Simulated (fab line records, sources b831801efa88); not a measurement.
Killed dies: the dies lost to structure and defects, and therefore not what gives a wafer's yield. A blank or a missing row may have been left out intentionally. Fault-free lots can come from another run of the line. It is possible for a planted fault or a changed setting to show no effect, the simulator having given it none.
Struck lot and sound lot, side by side ; flow sfq-line ; 20 out of 325 route steps
Sound: the wafers L328.1, L328.2, L328.6. The struck wafers were L325.1, L325.2, L325.3. The cause is given at the end.
For every step that has rows: the tool of each side, followed by ch and its chambers, followed by its first start. Under that, the readings that differ: sound wafers ; struck wafers ; difference of the means ; sigmas: that difference in standard deviations of wafers without a fault.
alike: same words and numbers on both sides, and readings whose means sit less than 2 such deviations apart. not compared: any withheld reading, any reading some wafer has no value for, any bound like >300 that may hide the same value, and any number with overlapping values for which the record gives no deviation.
Wherever a step has rows on one side only, a row that says differs or no value, or a row with sigmas, the two part there. Non-overlapping numbers with no deviation appear without sigmas and do not part them. Lack of a reading on every wafer of one side parts them only where that side has two or more wafers.

first, 2 steps without rows for these wafers: SFQ_TRILAYER_C5_LITHO_PEB_154 (peb time 60 s); SFQ_TRILAYER_C5_LITHO_DEVELOP_153 (time 60 s).
SFQ_C5_OVL_MEAS_937:
  sound on overlay-02, day 82 23:37; struck on overlay-02, day 75 21:39
  alike: C5_OVL
SFQ_TRILAYER_C5_BARC_OPEN_VIA_ETCH_210: etches BARC in O2, target depth 125 nm, time 41.7 s.
  sound on rie-diel-01 ch 0,1,2, day 82 23:39; struck on rie-diel-01 ch 0,1,3, day 75 21:41
  alike: drypump-motor-current-A, oes-product-au, rf-fwd-power-W
  not compared: rf-hours-counter-h
SFQ_TRILAYER_C5_ETCH_VIA_ETCH_154: etches SiO2 in CHF3, stops on Nb, target depth 84 nm.
  sound on rie-diel-01 ch 0,1,2, day 82 23:41; struck on rie-diel-01 ch 0,1,3, day 75 21:43
  alike: drypump-motor-current-A, oes-product-au, rf-fwd-power-W
then, 3 steps without rows for these wafers: SFQ_TRILAYER_C5_STRIP_STRIP_155 (strips in O2); SFQ_TRILAYER_C5_STRIP_SOLV_CLEAN_156 (cleans in NMP, time 600 s); SFQ_TRILAYER_M6_DEP_PRE_CLEAN_158 (time 22.5 s).
SFQ_TRILAYER_M6_DEP_SPUTTER_157: material Nb, target thk 200 nm, time 133.3 s.
  sound on pvd-sputter-03, day 83 00:32; struck on pvd-sputter-05, day 75 22:34
  alike: throttle-valve-pct
SFQ_M6_RS_MEAS_938: a four-point-probe measurement.
  sound on film-metro-04, day 83 00:38; struck on film-metro-04, day 75 22:40
  alike: M6_NB_RS
then, 1 step without rows for these wafers: SFQ_TRILAYER_M6_LITHO_COAT_164 (resist thk 62 nm).
SFQ_TRILAYER_M6_LITHO_COAT_159: resist thk 600 nm.
  sound on litho-track-01 ch 0, day 83 01:07; struck on litho-track-01 ch 0, day 75 23:08
reading;sound;struck;difference;sigmas
spin-speed-rpm (rpm);2999.1 3000.4 3002.3;3056.2 3058.5 3057.7;+56.9;+33
model.KrF_of_TRILAYER_M6_LITHO_COAT_159.thk-nm (nm);598.4 597 598.4;592.1 592.8 592.5;-5.5;
then, 4 steps without rows for these wafers: SFQ_TRILAYER_M6_LITHO_SOFTBAKE_163; SFQ_TRILAYER_M6_LITHO_EXPOSE_160 (exposes mask M6, target cd 500 nm); SFQ_TRILAYER_M6_LITHO_PEB_162 (peb time 60 s); SFQ_TRILAYER_M6_LITHO_DEVELOP_161 (time 60 s).
-- the record jumps here: 4 days lie between the struck wafers' starts before and after --
SFQ_M6_OVL_MEAS_940:
  sound on overlay-01, day 83 03:11; struck on overlay-02, day 79 23:50
  alike: M6_OVL
SFQ_TRILAYER_M6_BARC_OPEN_METAL_ETCH_206: etches BARC in O2, target depth 125 nm, time 41.7 s.
  sound on rie-metal-01 ch 0,1, day 83 03:13; struck on rie-metal-01 ch 0,1, day 79 23:52
  alike: drypump-motor-current-A, oes-product-au, rf-fwd-power-W
  not compared: rf-hours-counter-h
SFQ_TRILAYER_M6_ETCH_METAL_ETCH_162: etches Nb in Cl2/Ar, stops on SiO2, target depth 240 nm, time 120 s.
  sound on rie-metal-01 ch 0,1, day 83 03:17; struck on rie-metal-01 ch 0,1, day 79 23:56
reading;sound;struck;difference;sigmas
model.KrF_of_TRILAYER_M6_LITHO_COAT_159.thk-nm (nm);379.7 378.1 378.1;372.3 372.3 372.1;-6.4;
  alike: drypump-motor-current-A, oes-product-au, rf-fwd-power-W
  not compared: rf-hours-counter-h
SFQ_TRILAYER_M6_STRIP_STRIP_163: strips in O2.
  sound on rie-metal-01 ch 0,1, day 83 03:25; struck on rie-metal-01 ch 0,1, day 80 00:04
  alike: drypump-motor-current-A, oes-product-au
  not compared: rf-hours-counter-h

WHERE THEY PART
At SFQ_TRILAYER_M6_LITHO_COAT_159 and nowhere else, as far as this record goes. Later steps at which nothing parts them and some readings are alike: SFQ_M6_OVL_MEAS_940, SFQ_TRILAYER_M6_BARC_OPEN_METAL_ETCH_206, SFQ_TRILAYER_M6_ETCH_METAL_ETCH_162, SFQ_TRILAYER_M6_STRIP_STRIP_163.

WHY: what had been put in by the simulator
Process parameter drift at SFQ_TRILAYER_M6_LITHO_COAT_159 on litho-track-01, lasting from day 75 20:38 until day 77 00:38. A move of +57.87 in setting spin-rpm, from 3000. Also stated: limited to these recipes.
